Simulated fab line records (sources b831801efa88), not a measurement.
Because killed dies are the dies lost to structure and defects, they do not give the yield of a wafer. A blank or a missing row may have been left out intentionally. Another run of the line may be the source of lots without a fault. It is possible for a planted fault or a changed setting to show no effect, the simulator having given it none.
What tool caused it? | flow sky130 | 7 lots, 21 wafers sampled, at 1 step of a route of 708

## WHAT THE GAUGES SHOWED, per wafer
SKY_NWELL_THK_MEAS_02.
lot  | measured    | on           | NWELL_OXIDATION_THK (nm)
L541 | day 2 23:05 | filmMetro-04 | 9.66 9.57 9.66
L543 | day 3 07:23 | filmMetro-03 | 9.84 9.90 9.80
L545 | day 3 15:56 | filmMetro-02 | 10.05 9.97 10.08
L547 | day 4 02:04 | filmMetro-04 | 10.02 9.89 10.04
L556 | day 6 04:55 | filmMetro-03 | 9.88 9.76 9.76
L560 | day 6 22:46 | filmMetro-02 | 10.06 10.06 9.98
L562 | day 7 15:18 | filmMetro-04 | 10.19 9.98 10.24

## EACH LOT AND THE TOOL THAT RAN IT (in order: tool; ch and the chambers of the sampled wafers; start)
Record: no process step prior to these readings.

## THE ANSWER, worked out from the rows above alone
Rule: usual is defined by the lots themselves. The widest of any qualifying gaps counts: lots, ordered by their means at a reading, are off when they make up no more than a third of the lots, leave a main group of 4 or more, and stand apart from it by 3 or more times the standard deviation of that group's means. If all means in a main group match to the digits the tables above print for the reading, that group is not used. A lot without any number at a reading at which 4 lots or more have one is off too. Where the step has rows for the other lots, those lots are counted as sound.
Across all readings shown, no lot is off: no conclusion can be drawn from this.

## WHAT WAS PUT IN BY THE SIMULATOR
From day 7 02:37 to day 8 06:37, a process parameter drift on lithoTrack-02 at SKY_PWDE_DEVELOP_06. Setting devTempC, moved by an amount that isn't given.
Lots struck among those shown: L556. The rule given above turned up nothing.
